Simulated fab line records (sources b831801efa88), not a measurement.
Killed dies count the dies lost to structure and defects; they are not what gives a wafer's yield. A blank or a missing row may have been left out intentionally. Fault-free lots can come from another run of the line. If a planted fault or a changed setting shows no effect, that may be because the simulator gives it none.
Which of the tools did it? :: flow sky130 :: 11 lots, 33 wafers sampled, at 3 steps of a route of 708

## WHAT THE GAUGES READ, wafer by wafer
SKY_SD_N_TW_MEAS_12.
lot: L886
measured: day 28 18:43
on: film-metro-01
SD_N_TW: 4038 4047 4046

lot: L888
measured: day 29 20:00
on: film-metro-02
SD_N_TW: 3988 3984 3981

lot: L890
measured: day 30 16:15
on: film-metro-02
SD_N_TW: 3964 3984 3957

lot: L892
measured: day 30 18:00
on: film-metro-01
SD_N_TW: 4015 3989 3988

lot: L893
measured: day 30 22:31
on: film-metro-03
SD_N_TW: 3989 3982 3985

lot: L898
measured: day 32 12:15
on: film-metro-01
SD_N_TW: 3853 3895 3865 3870 3877 3866

lot: L899
measured: day 32 20:40
on: film-metro-01
SD_N_TW: 3983 3998 4009

lot: L901
measured: day 33 03:28
on: film-metro-03
SD_N_TW: 3831 3848 3825 3834 3822 3836

lot: L903
measured: day 34 11:39
on: film-metro-01
SD_N_TW: 4026 4016 4031

lot: L904
measured: day 34 19:50
on: film-metro-01
SD_N_TW: 4034 4025 4059

lot: L906
measured: day 35 00:09
on: film-metro-02
SD_N_TW: 3958 3975 3978

## TOOL THAT RAN EACH LOT (tool first, then ch and the chambers of the sampled wafers, then the start)
lot: L886
SKY_SD_N_IMPLANT_09: implanter-04 ch 0, day 28 18:21
SKY_SD_N_STRIP_11: plasma-asher-01 ch 0,1, day 28 18:38

lot: L888
SKY_SD_N_IMPLANT_09: implanter-03 ch 0, day 29 19:36
SKY_SD_N_STRIP_11: plasma-asher-03 ch 0, day 29 19:54

lot: L890
SKY_SD_N_IMPLANT_09: implanter-04 ch 0, day 30 15:51
SKY_SD_N_STRIP_11: plasma-asher-02 ch 0,1, day 30 16:09

lot: L892
SKY_SD_N_IMPLANT_09: implanter-04 ch 0, day 30 17:36
SKY_SD_N_STRIP_11: plasma-asher-03 ch 0,1, day 30 17:54

lot: L893
SKY_SD_N_IMPLANT_09: implanter-01 ch 0, day 30 22:08
SKY_SD_N_STRIP_11: plasma-asher-03 ch 0,1, day 30 22:24

lot: L898
SKY_SD_N_IMPLANT_09: implanter-04 ch 0, day 32 11:51
SKY_SD_N_STRIP_11: plasma-asher-03 ch 0,1, day 32 12:09

lot: L899
SKY_SD_N_IMPLANT_09: implanter-03 ch 0, day 32 20:16
SKY_SD_N_STRIP_11: plasma-asher-02 ch 0,1, day 32 20:32

lot: L901
SKY_SD_N_IMPLANT_09: implanter-04 ch 0, day 33 03:07
SKY_SD_N_STRIP_11: plasma-asher-02 ch 0,1, day 33 03:22

lot: L903
SKY_SD_N_IMPLANT_09: implanter-03 ch 0, day 34 11:17
SKY_SD_N_STRIP_11: plasma-asher-02 ch 0,1, day 34 11:34

lot: L904
SKY_SD_N_IMPLANT_09: implanter-01 ch 0, day 34 19:28
SKY_SD_N_STRIP_11: plasma-asher-02 ch 0,1, day 34 19:44

lot: L906
SKY_SD_N_IMPLANT_09: implanter-03 ch 0, day 34 23:45
SKY_SD_N_STRIP_11: plasma-asher-02 ch 0,1, day 35 00:03
- SKY_SD_N_IMPLANT_09
- SKY_SD_N_STRIP_11: strips in O2/N2.

## THE ANSWER, worked out from the rows above alone
Rule: usual is defined by the lots themselves. Put in order of their means at a reading, lots are off if they are a third of the lots or fewer, leave a main group of 4 or more, and stand apart from it by a gap of 3 or more times the standard deviation of the main group's means; of several such gaps the widest counts. A main group is skipped when, at the precision printed for the reading in the tables above, its means are all equal. A lot without any number at a reading at which 4 lots or more have one is off too. Where the step has rows for the other lots, those lots are counted as sound.
Off: at SKY_SD_N_TW_MEAS_12 (SD_N_TW), L898, L901. The main group has a mean of 4001 with a standard deviation of 27.
A tool fits if, at a process step before that reading, it ran every lot that is off, and no sound lot after the first of them. Gauges at SKY_SD_N_TW_MEAS_12: tried the same way as those tools. One fits: SKY_SD_N_IMPLANT_09 on implanter-04. Its last sound lot is L892 (day 30 17:36), its first lot that is off L898 (day 32 11:51): a fault that began between those two fits.

## WHAT THE SIMULATOR PUT IN
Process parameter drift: implanter-04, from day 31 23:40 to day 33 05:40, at SKY_SD_N_IMPLANT_09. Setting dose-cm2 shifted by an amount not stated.
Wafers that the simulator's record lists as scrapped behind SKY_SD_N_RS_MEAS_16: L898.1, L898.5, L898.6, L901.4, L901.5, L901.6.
Struck lots among those shown: L898, L901. The same result came from the rule above.
